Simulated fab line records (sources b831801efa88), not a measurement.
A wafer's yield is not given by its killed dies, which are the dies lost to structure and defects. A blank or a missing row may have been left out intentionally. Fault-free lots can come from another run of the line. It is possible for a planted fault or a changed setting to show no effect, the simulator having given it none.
Shared-tool check -- flow gf180mcu -- Sampled: 13 lots, 39 wafers

## WHAT PROMPTED THE OPENING
At GF_HV_LDD_TW_MEAS_11 the reading HV_LDD_TW is flagged on 2 of 13 lots. Fault-free wafers read 2417, with a standard deviation of 10.
Rule: a lot gets a flag if all its wafers with a number sit over 4 standard deviations from that mean, or if no wafer of it has a number. As for the other lots, they are considered sound.

lot,measured,on,"HV_LDD_TW, wafer by wafer",flag
L160,day 10 14:55,filmMetro-03,2418 2408 2407,
L161,day 10 16:12,filmMetro-01,2393 2397 2409,
L163,day 11 07:50,filmMetro-04,2420 2421 2416,
L164,day 11 20:12,filmMetro-01,2408 2416 2397,
L165,day 11 21:48,filmMetro-01,2866 2875 2876,FLAGGED
L174,day 14 20:32,filmMetro-01,2856 2871 2862,FLAGGED
L175,day 15 04:32,filmMetro-03,2415 2411 2416,
L176,day 15 09:04,filmMetro-03,2421 2408 2406,
L178,day 16 01:15,filmMetro-01,2410 2398 2412,
L179,day 16 07:38,filmMetro-01,2420 2407 2414,
L180,day 16 17:44,filmMetro-04,2411 2415 2420,
L181,day 16 22:30,filmMetro-01,2410 2412 2398,
L182,day 17 04:35,filmMetro-03,2444 2437 2441,
On average the flagged lots' numbers are 2868, which is +451 against the usual, or +45 standard deviations.

## EACH LOT AND THE TOOL IT RAN ON
Before the reading, the record contains 2 process steps out of a 602-step route. In each cell: the tool, then ch and the chambers that the sampled wafers went through, then the start.
lot,flag,GF_STI_STRIP_15,GF_HV_LDD_IMPLANT_09
L160,,"plasmaAsher-02 ch 0,1, day 2 07:14","implanter-01 ch 0, day 10 14:40"
L161,,"plasmaAsher-03 ch 0,1, day 2 11:10","implanter-01 ch 0, day 10 15:58"
L163,,"plasmaAsher-01 ch 0,1, day 2 22:07","implanter-03 ch 0, day 11 07:35"
L164,,"plasmaAsher-03 ch 0,1, day 3 03:35","implanter-03 ch 0, day 11 19:59"
L165,FLAGGED,"plasmaAsher-01 ch 0,1, day 3 08:17","implanter-02 ch 0, day 11 21:14"
L174,FLAGGED,"plasmaAsher-03 ch 1, day 5 09:08","implanter-01 ch 0, day 14 19:44"
L175,,"plasmaAsher-02 ch 0,1, day 5 11:58","implanter-01 ch 0, day 15 04:17"
L176,,"plasmaAsher-03 ch 0,1, day 5 17:49","implanter-03 ch 0, day 15 08:50"
L178,,"plasmaAsher-03 ch 0,1, day 6 03:38","implanter-03 ch 0, day 16 01:03"
L179,,"plasmaAsher-03 ch 0, day 6 08:53","implanter-01 ch 0, day 16 07:23"
L180,,"plasmaAsher-03 ch 1, day 6 14:02","implanter-01 ch 0, day 16 17:30"
L181,,"plasmaAsher-02 ch 0, day 6 20:06","implanter-01 ch 0, day 16 22:16"
L182,,"plasmaAsher-03 ch 0,1, day 7 00:52","implanter-01 ch 0, day 17 04:21"
What these steps do:
- GF_STI_STRIP_15: strips in O2/N2.
- GF_HV_LDD_IMPLANT_09
- GF_HV_LDD_TW_MEAS_11

## FLAGGED OVER TOTAL, TOOL BY TOOL (the gauges that took the reading come last)
step,tool,lots run,flagged,share of the flagged lots,sound lots run after its first flagged lot
GF_STI_STRIP_15,plasmaAsher-01,2,1,some,0
GF_STI_STRIP_15,plasmaAsher-02,3,0,none,-
GF_STI_STRIP_15,plasmaAsher-03,8,1,some,"5 (L176,L178,L179,L180,L182)"
GF_HV_LDD_IMPLANT_09,implanter-01,8,1,some,"5 (L175,L179,L180,L181,L182)"
GF_HV_LDD_IMPLANT_09,implanter-02,1,1,some,0
GF_HV_LDD_IMPLANT_09,implanter-03,4,0,none,-
GF_HV_LDD_TW_MEAS_11,filmMetro-01,7,2,all,"3 (L178,L179,L181)"
GF_HV_LDD_TW_MEAS_11,filmMetro-03,4,0,none,-
GF_HV_LDD_TW_MEAS_11,filmMetro-04,2,0,none,-

## WHAT THE TABLE PERMITS
All flagged lots share 1 row of the table, namely filmMetro-01 at GF_HV_LDD_TW_MEAS_11.
- filmMetro-01 at GF_HV_LDD_TW_MEAS_11: 2 of its 7 lots flagged. Sound lots followed the first flagged one (L178, L179, L181) on it, something a lasting fault affecting the whole tool could not allow.
There is no row in the table that ran each flagged lot and no sound lot after the first.

## WHAT THE SIMULATOR PUT IN
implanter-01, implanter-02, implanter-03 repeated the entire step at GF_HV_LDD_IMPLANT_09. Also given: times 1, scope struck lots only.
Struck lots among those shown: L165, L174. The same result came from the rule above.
